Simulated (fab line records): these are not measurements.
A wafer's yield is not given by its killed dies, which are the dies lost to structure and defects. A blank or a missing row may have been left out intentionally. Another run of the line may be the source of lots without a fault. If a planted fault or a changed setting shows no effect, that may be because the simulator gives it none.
Chamber matching	flow gf180mcu	4 sister chambers for GF_V3_CMP_04 on cmp-01
The step polishes SiO2. 8 wafers are shown with their chamber, then 12 later ones without.

WAFERS WITH THEIR CHAMBER
wafer	chamber	motor-current-A (A)	time-to-endpoint-s (s)
L080.5	3	11.0	86
L082.5	0	10.6	87
L083.3	3	10.5	78
L087.5	0	10.7	77
L087.6	1	11.0	81
L088.1	2	10.9	79
L088.3	1	11.4	80
L088.5	2	10.6	80

WAFERS WITHOUT THEIR CHAMBER
wafer	motor-current-A (A)	time-to-endpoint-s (s)
L089.2	10.9	81
L089.3	10.8	78
L089.6	11.2	76
L093.2	10.9	82
L093.3	10.3	83
L093.6	11.2	88
L094.1	10.9	77
L094.3	11.4	74
L094.4	11.1	76
L095.2	10.9	75
L095.5	11.2	80
L095.6	10.9	78

THE CHAMBER EACH PASSED THROUGH
wafer	from the rows above	in truth
L089.2	can't be placed: 3 or 2 or 0 or 1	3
L089.3	can't be placed: 2 or 3 or 0 or 1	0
L089.6	can't be placed: 1 or 2 or 3 or 0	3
L093.2	can't be placed: 3 or 2 or 0 or 1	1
L093.3	can't be placed: 0 or 3 or 2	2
L093.6	can't be placed: 1 or 3 or 0 or 2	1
L094.1	can't be placed: 2 or 3 or 1 or 0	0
L094.3	can't be placed: 1 or 2 or 3 or 0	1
L094.4	can't be placed: 1 or 2 or 3 or 0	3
L095.2	can't be placed: 2 or 3 or 1 or 0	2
L095.5	can't be placed: 1 or 2 or 3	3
L095.6	can't be placed: 2 or 3 or 1 or 0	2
Correct placement for 0 of the 12. Cannot be placed on the basis of these rows: 12; the candidates contain the true chamber in 12. Number placed wrongly: 0.
How it was worked out, from the rows above alone: a wafer's distance from a chamber is the root of the sum, over the readings, of the square of ((its reading less the chamber's mean) divided by the reading's scatter). The wafer belongs to the nearest chamber; if the next one is less than 2 further off, it can't be placed. Each chamber's mean is taken over the wafers shown for it. How the scatter is found: for the shown wafers, subtract from each reading the mean of its chamber, square and add these, divide the total by (wafers less chambers), then take the root.
